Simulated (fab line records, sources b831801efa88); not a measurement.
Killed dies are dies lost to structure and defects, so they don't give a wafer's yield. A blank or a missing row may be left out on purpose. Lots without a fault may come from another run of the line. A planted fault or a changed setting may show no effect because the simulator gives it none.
fab line records | flow sky130
record lots=24 wafers=72 last_day=51
route steps=708 shown RES_PROTECT@214 METAL2@499 VIA2@508 CAP2M@615
lots that met no fault: from a run of the same line without faults
start_h: hours from the record's first day to the start of the lot's first wafer shown | wait_h: hours since the lot's step before | " the same as in the row above | L1.1+2: a row that stands for several wafers | - no value, or no start given | * or withheld: withheld | < > ~ a bound
route shown NAME@n: a module of which the file shows steps, and the number in the route of the first | usual: mean/standard deviation of fault-free wafers | same: alike in all rows | chamber/n: place in a boat | sites: the reading at each site | _std_site: their standard deviation | _edge_site: outer sites' mean less inner sites' | radius_mm: how far each site lies from the wafer's centre | mask NAME#n: copy n | behind: the tool/chamber that last shaped the wafer | hold: why the lot was held/for how many hours/how that ended | device: the transistor (n, p or np) that didn't switch | end of line: the same wafers' tests at the end of the route | a step without rows: its recipe alone | killed: dies lost to structure and defects at the first sort, not the wafer's yield | map: a wafer's dies, x killed, . not, _ none there
set.NAME: the setting as run; set.NAME@STEP: as run at that earlier step | model.NAME: the simulator's own value behind a step, which no gauge read
steps of the route over a sample of lots; a table a step, a row a wafer
services: from which hour (start_h, from the record's first day; less than 0 if before it) a tool's chamber was out of use, for how many hours, and why
## steps
# step SKY_RES_PROTECT_STRIP_07
# recipe chemistry=O2/N2 power_w=1400 pressure_mtorr=1500 platen_temp_c=withheld o2_flow_sccm=3000 n2_flow_sccm=300 overash_fraction=0.5
# usual drypump_motor_current_A=5.7/0.44 oes_product_au=0.518/0.0041 strip_time_to_endpoint_s=23.26/0.045
# columns lot.wafer tool chamber start_h wait_h drypump_motor_current_A oes_product_au rf_hours_counter_h strip_time_to_endpoint_s
L074.2 plasma_asher-01 1 365.71 0.1 5.6 0.524 22 23.32
L074.3 " 0 " " 5.1 0.514 - 23.32
L074.4 " 1 " " 5.6 0.525 - 23.33
L075.3 plasma_asher-02 1 370.44 0.1 5.9 0.517 - 23.15
L075.4 " 0 " " 5.5 0.517 - 23.13
L075.6 " 1 " " 5.9 0.515 - 23.15
L077.1 plasma_asher-04 1 379.44 0.1 6.3 0.519 68 23.27
L077.2 " 0 " " 6.5 0.522 68 23.32
L077.3 " 0 " " 6.5 0.514 - 23.24
L076.2 plasma_asher-04 1 384.41 0.1 6.3 0.517 69 23.21
L076.5 " 0 " " 6.5 0.511 - 23.24
L076.6 " 1 " " 6.3 0.523 - 23.23
L078.1 plasma_asher-01 0 393.51 0.1 5.2 0.521 26 23.29
L078.4 " 1 " " 5.6 0.512 - 23.26
L078.5 " 0 " " 5.1 0.519 - 23.32
L079.1 plasma_asher-02 1 403.07 0.1 5.9 0.516 65 23.32
L079.5 " 0 " " 5.5 0.518 - 23.34
L079.6 " 1 " " 5.9 0.520 - 23.29
L080.3 plasma_asher-01 1 410.26 0.1 5.6 0.518 - 23.22
L080.4 " 0 " " 5.1 0.514 - 23.26
L080.6 " 1 " " 5.6 0.517 - 23.24
L081.1 plasma_asher-02 0 416.57 0.1 5.4 0.521 67 23.30
L081.4 " 1 " " 5.9 0.513 - 23.25
L081.6 " 0 " " 5.5 0.520 - 23.28
L082.1 plasma_asher-04 1 421.29 0.1 6.3 0.519 73 23.22
L082.2 " 0 " " 6.5 0.519 73 23.24
L082.6 " 0 " " 6.5 0.523 - 23.27
L083.1 plasma_asher-01 1 439.04 0.1 5.6 0.517 31 23.27
L083.2 " 0 " " 5.1 0.515 31 23.30
L083.6 " 0 " " 5.1 0.519 - 23.29
L084.2 plasma_asher-02 0 448.97 0.1 5.5 0.523 2 23.25
L084.3 " 0 " " 5.5 0.508 - 23.26
L084.4 " 1 " " 5.9 0.517 - 23.27
L085.2 plasma_asher-04 0 460.06 0.1 6.5 0.516 77 23.26
L085.3 " 1 " " 6.3 0.518 - 23.29
L085.5 " 0 " " 6.5 0.523 - 23.28
L086.4 plasma_asher-01 0 472.29 0.1 5.0 0.518 - 23.26
L086.5 " 0 " " 5.1 0.512 - 23.26
L086.6 " 1 " " 5.6 0.517 - 23.22
L087.1 plasma_asher-01 0 478.88 0.1 5.1 0.517 36 23.23
L087.4 " 0 " " 5.1 0.522 - 23.22
L087.5 " 1 " " 5.6 0.526 - 23.17
L088.1 plasma_asher-02 1 483.97 0.1 5.9 0.524 4 23.22
L088.3 " 0 " " 5.5 0.516 - 23.19
L088.4 " 1 " " 5.9 0.519 - 23.20
L089.1 plasma_asher-01 1 492.83 0.1 5.6 0.519 37 23.33
L089.5 " 1 " " 5.6 0.520 - 23.30
L089.6 " 0 " " 5.1 0.518 - 23.36
L090.3 plasma_asher-02 0 499.56 0.1 5.5 0.514 - 23.30
L090.4 " 1 " " 5.9 0.519 - 23.25
L090.5 " 1 " " 5.9 0.518 - 23.26
L091.2 plasma_asher-02 0 504.42 0.1 5.5 0.517 6 23.31
L091.3 " 0 " " 5.5 0.520 - 23.26
L091.5 " 1 " " 5.9 0.511 - 23.31
L092.1 plasma_asher-01 0 514.68 0.1 5.1 0.521 39 23.27
L092.2 " 1 " " 5.6 0.517 39 23.24
L092.6 " 1 " " 5.6 0.513 - 23.26
L093.1 plasma_asher-02 0 523.26 0.1 5.5 0.521 8 23.29
L093.5 " 1 " " 5.9 0.521 - 23.28
L093.6 " 0 " " 5.5 0.516 - 23.25
L094.2 plasma_asher-02 0 524.83 0.1 5.4 0.522 8 23.21
L094.4 " 0 " " 5.5 0.519 - 23.19
L094.5 " 1 " " 5.9 0.513 - 23.18
L096.1 plasma_asher-02 1 538.76 0.1 5.9 0.525 9 23.31
L096.2 " 0 " " 5.5 0.519 9 23.28
L096.5 " 1 " " 5.9 0.515 - 23.34
L095.1 plasma_asher-01 0 540.92 0.1 5.1 0.518 42 23.24
L095.2 " 1 " " 5.6 0.514 42 23.24
L095.4 " 0 " " 5.2 0.517 - 23.25
L097.1 plasma_asher-04 0 550.77 0.1 6.5 0.517 87 23.29
L097.2 " 1 " " 6.3 0.514 87 23.32
L097.4 " 0 " " 6.5 0.524 - 23.31
# step SKY_METAL2_OVL_MEAS_16
# usual METAL2_OVL=5/5.8
# columns lot.wafer tool chamber start_h wait_h METAL2_OVL[nm]
L074.2 overlay-01 - 854.81 0.1 4
L074.3 " - " " 5
L074.4 " - " " 5
L075.3 overlay-01 - 857.61 0.1 2
L075.4 " - " " 3
L075.6 " - " " 7
L077.1 overlay-01 - 869.20 0.1 2
L077.2 " - " " 9
L077.3 " - " " 2
L076.2 overlay-01 - 873.65 0.1 4
L076.5 " - " " 13
L076.6 " - " " 0
L078.1 overlay-02 - 877.45 0.1 14
L078.4 " - " " 6
L078.5 " - " " 14
L079.1 overlay-01 - 887.34 0.1 -6
L079.5 " - " " -6
L079.6 " - " " 4
L080.3 overlay-02 - 896.81 0.1 7
L080.4 " - " " 0
L080.6 " - " " -1
L081.1 overlay-02 - 902.79 0.1 2
L081.4 " - " " 9
L081.6 " - " " 1
L082.1 overlay-02 - 907.30 0.1 1
L082.2 " - " " -4
L082.6 " - " " -2
L083.1 overlay-01 - 918.65 0.1 5
L083.2 " - " " 1
L083.6 " - " " 4
L084.2 overlay-01 - 924.43 0.1 -4
L084.3 " - " " -4
L084.4 " - " " 2
L085.2 overlay-01 - 932.00 0.1 15
L085.3 " - " " 16
L085.5 " - " " 13
L086.4 overlay-02 - 945.72 0.1 5
L086.5 " - " " 1
L086.6 " - " " 12
L087.1 overlay-01 - 951.85 0.1 -2
L087.4 " - " " -1
L087.5 " - " " 2
L088.1 overlay-01 - 958.88 0.1 4
L088.3 " - " " 0
L088.4 " - " " 8
L089.1 overlay-02 - 962.93 0.1 9
L089.5 " - " " 8
L089.6 " - " " 5
L090.3 overlay-01 - 963.81 0.1 5
L090.4 " - " " 0
L090.5 " - " " 4
L091.2 overlay-02 - 968.40 0.1 -4
L091.3 " - " " -1
L091.5 " - " " 4
L092.1 overlay-01 - 978.83 0.1 5
L092.2 " - " " 11
L092.6 " - " " 16
L093.1 overlay-02 - 983.71 0.1 6
L093.5 " - " " 0
L093.6 " - " " 7
L094.2 overlay-01 - 985.90 0.1 -12
L094.4 " - " " -10
L094.5 " - " " 10
L096.1 overlay-02 - 994.14 0.1 -4
L096.2 " - " " 7
L096.5 " - " " 1
L095.1 overlay-01 - 999.31 0.1 0
L095.2 " - " " 11
L095.4 " - " " 14
L097.1 overlay-01 - 1003.54 0.1 16
L097.2 " - " " 12
L097.4 " - " " 14
# step SKY_METAL2_METAL_ETCH_19
# recipe target_depth_a=3600 stop_on=SiO2 over_etch_frac=0.3 time_s=78 chemistry=Cl2/BCl3 resist_sidewall_deg=88 pressure_mtorr=10 icp_w=900 bias_w=48.5 Cl2_flow_sccm=60 bcl3_flow_sccm=30
# usual bias_w=48.50/0.14 drypump_motor_current_A=5.5/0.47 he_backside_leak_sccm=3.40/0.26 oes_product_au=0.854/0.0061 rf_fwd_power_W=894/3.3 throttle_valve_pct=22.264/0.0094
# same over_etch_frac=0.3
# columns lot.wafer tool chamber start_h wait_h bias_w drypump_motor_current_A he_backside_leak_sccm oes_product_au rf_fwd_power_W rf_hours_counter_h throttle_valve_pct
L074.2 rie_metal-02 0 854.94 0.0 48.37 4.9 3.62 0.858 895 18 22.260
L074.3 " 1 " " 48.56 6.1 3.25 0.852 893 - 22.267
L074.4 " 0 " " 48.65 5.0 3.72 0.855 895 - 22.244
L075.3 rie_metal-02 0 857.75 0.1 48.28 4.9 3.65 0.855 891 - 22.276
L075.4 " 1 " " 48.45 6.1 3.43 0.843 892 - 22.271
L075.6 " 1 " " 48.44 6.1 3.41 0.857 898 - 22.264
L077.1 rie_metal-02 1 869.34 0.0 48.66 6.1 3.54 0.845 895 16 22.259
L077.2 " 0 " " 48.68 4.9 3.78 0.852 893 18 22.259
L077.3 " 1 " " 48.74 6.1 3.49 0.851 891 - 22.279
L076.2 rie_metal-04 1 873.77 0.0 48.34 5.8 3.10 0.838 893 0 22.256
L076.5 " 0 " " 48.45 5.2 3.14 0.857 892 - 22.282
L076.6 " 1 " " 48.52 5.8 3.09 0.844 888 - 22.263
L078.1 rie_metal-02 0 877.59 0.0 48.54 4.9 3.56 0.858 891 19 22.248
L078.4 " 1 " " 48.87 6.1 3.28 0.856 899 - 22.256
L078.5 " 1 " " 48.37 6.1 3.37 0.852 891 - 22.263
L079.1 rie_metal-04 1 887.47 0.0 48.56 5.8 2.95 0.843 886 1 22.262
L079.5 " 0 " " 48.44 5.2 3.20 0.866 898 - 22.264
L079.6 " 1 " " 48.42 5.8 3.05 0.855 887 - 22.253
L080.3 rie_metal-02 1 897.45 0.5 48.62 6.1 3.36 0.866 901 - 22.249
L080.4 " 1 " " 48.56 6.1 3.30 0.862 894 - 22.264
L080.6 " 1 " " 48.40 6.1 3.30 0.857 896 - 22.280
L081.1 rie_metal-02 1 903.02 0.1 48.50 6.1 3.38 0.858 893 18 22.261
L081.4 " 1 " " 48.50 6.1 3.37 0.853 896 - 22.273
L081.6 " 1 " " 48.39 6.1 3.45 0.851 897 - 22.253
L082.1 rie_metal-02 1 907.53 0.1 48.57 6.1 3.27 0.854 894 18 22.258
L082.2 " 1 " " 48.49 6.1 3.48 0.854 893 - 22.265
L082.6 " 1 " " 48.49 6.1 3.31 0.849 895 - 22.285
L083.1 rie_metal-03 1 918.79 0.0 48.65 5.0 3.36 0.855 893 2 22.264
L083.2 " 0 " " 48.69 5.3 3.35 0.851 898 3 22.258
L083.6 " 1 " " 48.79 4.9 3.25 0.863 895 - 22.257
L084.2 rie_metal-04 1 924.56 0.0 48.61 5.8 3.10 0.863 889 2 22.252
L084.3 " 0 " " 48.57 5.2 3.40 0.852 895 - 22.263
L084.4 " 1 " " 48.40 5.8 3.10 0.855 892 - 22.270
L085.2 rie_metal-02 1 932.12 0.0 48.63 6.1 3.26 0.858 897 20 22.265
L085.3 " 1 " " 48.52 6.1 3.30 0.853 894 - 22.260
L085.5 " 0 " " 48.34 5.0 3.44 0.851 889 - 22.258
L086.4 rie_metal-03 0 945.87 0.1 48.61 5.3 3.74 0.856 892 - 22.281
L086.5 " 0 " " 48.64 5.3 3.80 0.862 892 - 22.266
L086.6 " 1 " " 48.69 4.9 3.42 0.853 896 - 22.264
L087.1 rie_metal-03 1 951.99 0.0 48.64 4.9 3.55 0.853 893 3 22.267
L087.4 " 0 " " 48.45 5.3 5.50 0.856 890 - 22.258
L087.5 " 0 " " 48.56 5.3 3.43 0.850 896 - 22.282
L088.1 rie_metal-03 1 959.01 0.0 48.69 4.9 3.58 0.847 898 4 22.260
L088.3 " 1 " " 48.47 4.9 3.31 0.857 900 - 22.246
L088.4 " 0 " " 48.63 5.3 3.57 0.846 899 - 22.258
L089.1 rie_metal-04 1 963.06 0.0 48.34 5.8 3.16 0.852 890 4 22.252
L089.5 " 0 " " 48.57 5.2 3.29 0.861 898 - 22.256
L089.6 " 1 " " 48.50 5.8 3.06 0.855 892 - 22.267
L090.3 rie_metal-02 1 963.96 0.1 48.48 6.1 3.29 0.857 896 - 22.266
L090.4 " 0 " " 48.37 4.9 3.75 0.859 888 - 22.257
L090.5 " 1 " " 48.71 6.1 3.33 0.849 898 - 22.259
L091.2 rie_metal-03 1 968.53 0.0 48.47 4.9 3.36 0.861 899 4 22.254
L091.3 " 0 " " 48.36 5.3 3.69 0.838 894 - 22.254
L091.5 " 1 " " 48.45 5.0 3.54 0.845 899 - 22.281
L092.1 rie_metal-03 0 978.96 0.0 48.44 5.3 3.46 0.852 898 6 22.264
L092.2 " 1 " " 48.38 5.0 3.43 0.862 894 5 22.275
L092.6 " 1 " " 48.35 5.0 3.65 0.854 896 - 22.257
L093.1 rie_metal-02 1 983.84 0.0 48.59 6.1 3.44 0.848 893 2 22.268
L093.5 " 1 " " 48.70 6.1 3.23 0.856 892 - 22.262
L093.6 " 0 " " 48.72 4.9 3.61 0.862 892 - 22.254
L094.2 rie_metal-04 1 986.03 0.0 48.31 5.8 3.03 0.851 889 5 22.263
L094.4 " 1 " " 48.38 5.8 3.09 0.861 889 - 22.269
L094.5 " 0 " " 48.24 5.2 3.13 0.857 897 - 22.263
L096.1 rie_metal-03 0 994.28 0.0 48.51 5.3 3.47 0.852 895 7 22.278
L096.2 " 1 " " 48.57 5.0 3.41 0.853 895 5 22.262
L096.5 " 1 " " 48.41 5.0 3.22 0.848 898 - 22.245
L095.1 rie_metal-03 1 999.44 0.0 48.48 4.9 3.25 0.854 892 5 22.279
L095.2 " 0 " " 48.70 5.3 3.22 0.853 895 7 22.279
L095.4 " 0 " " 48.31 5.3 3.54 0.862 893 - 22.294
L097.1 rie_metal-04 0 1003.68 0.0 48.40 5.2 3.29 0.861 893 9 22.260
L097.2 " 1 " " 48.43 5.8 3.14 0.853 888 6 22.264
L097.4 " 0 " " 48.33 5.2 3.39 0.847 897 - 22.262
# step SKY_VIA2_THK_MEAS_01
# recipe reads=SiO2_of_VIA2_HDPCVD_00
# usual VIA2_HDPCVD_THK=1176/15
# columns lot.wafer tool chamber start_h wait_h VIA2_HDPCVD_THK[nm]
L074.2 film_metro-02 - 855.75 0.1 1173
L074.3 " - " " 1187
L074.4 " - " " 1188
L075.3 film_metro-04 - 858.58 0.1 1162
L075.4 " - " " 1162
L075.6 " - " " 1171
L077.1 film_metro-03 - 870.18 0.1 1158
L077.2 " - " " 1150
L077.3 " - " " 1169
L076.2 film_metro-03 - 875.03 0.1 1173
L076.5 " - " " 1173
L076.6 " - " " 1171
L078.1 film_metro-02 - 878.60 0.1 1167
L078.4 " - " " 1149
L078.5 " - " " 1162
L079.1 film_metro-04 - 888.46 0.1 1181
L079.5 " - " " 1154
L079.6 " - " " 1153
L080.3 film_metro-04 - 898.65 0.1 1173
L080.4 " - " " 1186
L080.6 " - " " 1204
L081.1 film_metro-03 - 904.43 0.1 1196
L081.4 " - " " 1183
L081.6 " - " " 1181
L082.1 film_metro-04 - 908.54 0.1 1161
L082.2 " - " " 1167
L082.6 " - " " 1166
L083.1 film_metro-03 - 920.03 0.1 1172
L083.2 " - " " 1167
L083.6 " - " " 1163
L084.2 film_metro-04 - 925.43 0.1 1179
L084.3 " - " " 1180
L084.4 " - " " 1174
L085.2 film_metro-03 - 933.43 0.1 1173
L085.3 " - " " 1188
L085.5 " - " " 1157
L086.4 film_metro-04 - 946.67 0.0 1176
L086.5 " - " " 1194
L086.6 " - " " 1167
L087.1 film_metro-04 - 952.95 0.1 1192
L087.4 " - " " 1179
L087.5 " - " " 1186
L088.1 film_metro-02 - 959.90 0.1 1166
L088.3 " - " " 1166
L088.4 " - " " 1165
L089.1 film_metro-02 - 963.91 0.1 1156
L089.5 " - " " 1178
L089.6 " - " " 1165
L090.3 film_metro-04 - 964.76 0.1 1175
L090.4 " - " " 1171
L090.5 " - " " 1190
L091.2 film_metro-02 - 969.38 0.1 1181
L091.3 " - " " 1181
L091.5 " - " " 1205
L092.1 film_metro-03 - 979.81 0.1 1224
L092.2 " - " " 1190
L092.6 " - " " 1184
L093.1 film_metro-04 - 984.72 0.1 1167
L093.5 " - " " 1171
L093.6 " - " " 1159
L094.2 film_metro-02 - 986.89 0.1 1175
L094.4 " - " " 1191
L094.5 " - " " 1177
L096.1 film_metro-03 - 995.08 0.1 1203
L096.2 " - " " 1168
L096.5 " - " " 1191
L095.1 film_metro-04 - 1000.24 0.1 1160
L095.2 " - " " 1148
L095.4 " - " " 1176
L097.1 film_metro-03 - 1004.48 0.1 1213
L097.2 " - " " 1173
L097.4 " - " " 1182
# step SKY_VIA2_CD_MEAS_12
# recipe target_cd_nm=200
# usual cd_nm=199.9/1.4
# columns lot.wafer tool chamber start_h wait_h cd_nm
L074.2 cd_sem-01 - 882.45 - 200.6
L074.3 " - " " 198.6
L074.4 " - " " 198.0
L075.3 cd_sem-02 - 885.42 - 200.2
L075.4 " - " " 201.4
L075.6 " - " " 202.1
L077.1 cd_sem-02 - 896.78 - 199.5
L077.2 " - " " 198.4
L077.3 " - " " 197.8
L076.2 cd_sem-02 - 901.65 - 200.4
L076.5 " - " " 199.2
L076.6 " - " " 199.3
L078.1 cd_sem-02 - 905.48 - 201.9
L078.4 " - " " 201.5
L078.5 " - " " 200.1
L079.1 cd_sem-02 - 914.98 - 199.6
L079.5 " - " " 199.1
L079.6 " - " " 198.2
L080.3 cd_sem-02 - 924.67 - 197.2
L080.4 " - " " 199.8
L080.6 " - " " 198.7
L081.1 cd_sem-01 - 930.18 - 200.1
L081.4 " - " " 199.3
L081.6 " - " " 199.4
L082.1 cd_sem-02 - 934.63 - 200.0
L082.2 " - " " 200.0
L082.6 " - " " 201.3
L083.1 cd_sem-02 - 945.93 - 201.0
L083.2 " - " " 201.0
L083.6 " - " " 201.6
L084.2 cd_sem-02 - 951.38 - 197.8
L084.3 " - " " 197.1
L084.4 " - " " 196.3
L085.2 cd_sem-01 - 959.15 - 201.6
L085.3 " - " " 200.4
L085.5 " - " " 201.4
L086.4 cd_sem-01 - 972.22 - 201.8
L086.5 " - " " 202.7
L086.6 " - " " 200.8
L087.1 cd_sem-01 - 978.23 - 202.1
L087.4 " - " " 201.6
L087.5 " - " " 200.9
L088.1 cd_sem-01 - 984.51 - 201.3
L088.3 " - " " 199.9
L088.4 " - " " 199.9
L089.1 cd_sem-02 - 988.41 - 200.8
L089.5 " - " " 199.2
L089.6 " - " " 199.5
L090.3 cd_sem-02 - 989.32 - 198.1
L090.4 " - " " 198.2
L090.5 " - " " 198.8
L091.2 cd_sem-02 - 993.28 - 199.7
L091.3 " - " " 199.8
L091.5 " - " " 197.6
L092.1 cd_sem-01 - 1003.19 - 200.8
L092.2 " - " " 201.0
L092.6 " - " " 200.5
L093.1 cd_sem-02 - 1007.36 - 198.3
L093.5 " - " " 198.8
L093.6 " - " " 201.3
L094.2 cd_sem-01 - 1009.03 - 199.3
L094.4 " - " " 198.9
L094.5 " - " " 199.9
L096.1 cd_sem-01 - 1016.81 - 200.8
L096.2 " - " " 199.6
L096.5 " - " " 200.2
L095.1 cd_sem-02 - 1020.74 - 201.4
L095.2 " - " " 200.7
L095.4 " - " " 200.0
L097.1 cd_sem-01 - 1024.94 - 199.9
L097.2 " - " " 200.7
L097.4 " - " " 201.4
# step SKY_CAP2M_OVL_MEAS_12
# usual CAP2M_OVL=-1.4/1.2
# columns lot.wafer tool chamber start_h wait_h CAP2M_OVL[nm]
L074.2 overlay-01 - 988.71 0.1 0.9
L074.3 " - " " 0.4
L074.4 " - " " -0.3
L075.3 overlay-02 - 990.65 0.1 -2.6
L075.4 " - " " -1.5
L075.6 " - " " -1.1
L077.1 overlay-01 - 1000.86 0.1 1.1
L077.2 " - " " -0.5
L077.3 " - " " 1.2
L076.2 overlay-01 - 1003.84 0.1 -0.9
L076.5 " - " " -0.6
L076.6 " - " " -1.3
L078.1 overlay-01 - 1007.96 0.1 -2.5
L078.4 " - " " -1.9
L078.5 " - " " -1.1
L079.1 overlay-02 - 1015.34 0.1 -1.4
L079.5 " - " " -1.1
L079.6 " - " " -1.6
L080.3 overlay-02 - 1024.02 0.1 -1.0
L080.4 " - " " -1.8
L080.6 " - " " -0.5
L081.1 overlay-01 - 1026.89 0.1 -1.5
L081.4 " - " " -1.7
L081.6 " - " " -2.4
L082.1 overlay-02 - 1029.74 0.1 -2.1
L082.2 " - " " -1.9
L082.6 " - " " -2.7
L083.1 overlay-02 - 1038.61 0.1 -1.8
L083.2 " - " " -2.4
L083.6 " - " " -1.6
L084.2 overlay-01 - 1043.69 0.1 -2.7
L084.3 " - " " -0.9
L084.4 " - " " -1.5
L085.2 overlay-01 - 1054.09 0.1 -1.5
L085.3 " - " " -1.8
L085.5 " - " " -2.8
L086.4 overlay-01 - 1064.25 0.1 0.4
L086.5 " - " " 1.0
L086.6 " - " " 0.2
L087.1 overlay-02 - 1069.39 0.1 -1.6
L087.4 " - " " -1.8
L087.5 " - " " -1.1
L088.1 overlay-02 - 1075.49 0.1 -2.5
L088.3 " - " " -1.6
L088.4 " - " " -2.6
L089.1 overlay-01 - 1080.49 0.1 -2.4
L089.5 " - " " -1.6
L089.6 " - " " -3.3
L090.3 overlay-01 - 1080.90 0.1 -0.5
L090.4 " - " " 0.1
L090.5 " - " " -0.3
L091.2 overlay-01 - 1084.86 0.1 -3.1
L091.3 " - " " -3.9
L091.5 " - " " -2.8
L092.1 overlay-02 - 1093.79 0.1 -1.1
L092.2 " - " " -1.9
L092.6 " - " " -1.2
L093.1 overlay-01 - 1099.71 0.1 -2.0
L093.5 " - " " 0.2
L093.6 " - " " -0.7
L094.2 overlay-01 - 1100.59 0.1 -2.5
L094.4 " - " " -3.6
L094.5 " - " " -2.4
L096.1 overlay-02 - 1107.84 0.1 -1.2
L096.2 " - " " -0.9
L096.5 " - " " -0.2
L095.1 overlay-02 - 1111.69 0.1 0.6
L095.2 " - " " -0.8
L095.4 " - " " -1.5
L097.1 overlay-02 - 1114.41 0.1 -3.2
L097.2 " - " " -1.9
L097.4 " - " " -2.7
## services
# columns tool chamber start_h hours kind
plasma_asher-01 - 358.04 7.4 repair
plasma_asher-02 - 379.57 15.6 pm
plasma_asher-02 - 397.34 2.3 repair
plasma_asher-02 - 406.27 2.1 repair
rie_metal-03 - 408.63 0.2 repair
rie_metal-02 - 419.67 0.5 repair
plasma_asher-02 - 421.25 9.0 pm
plasma_asher-02 - 460.03 6.1 repair
plasma_asher-02 - 471.63 1.5 repair
plasma_asher-02 - 475.92 5.5 repair
rie_metal-02 1 477.94 8.0 repair
rie_metal-02 - 624.90 2.8 pm
plasma_asher-01 - 657.93 1.7 repair
plasma_asher-02 - 719.50 9.1 repair
plasma_asher-01 - 731.69 2.8 pm
rie_metal-02 0 745.07 5.9 repair
plasma_asher-02 - 757.06 1.5 repair
plasma_asher-01 - 783.43 7.0 repair
plasma_asher-01 - 788.89 2.9 repair
plasma_asher-02 - 794.34 0.8 repair
plasma_asher-02 - 796.38 4.3 pm
rie_metal-02 0 883.91 3.9 repair
plasma_asher-02 - 986.59 2.8 pm
rie_metal-02 - 989.58 2.2 repair
## key
fault none
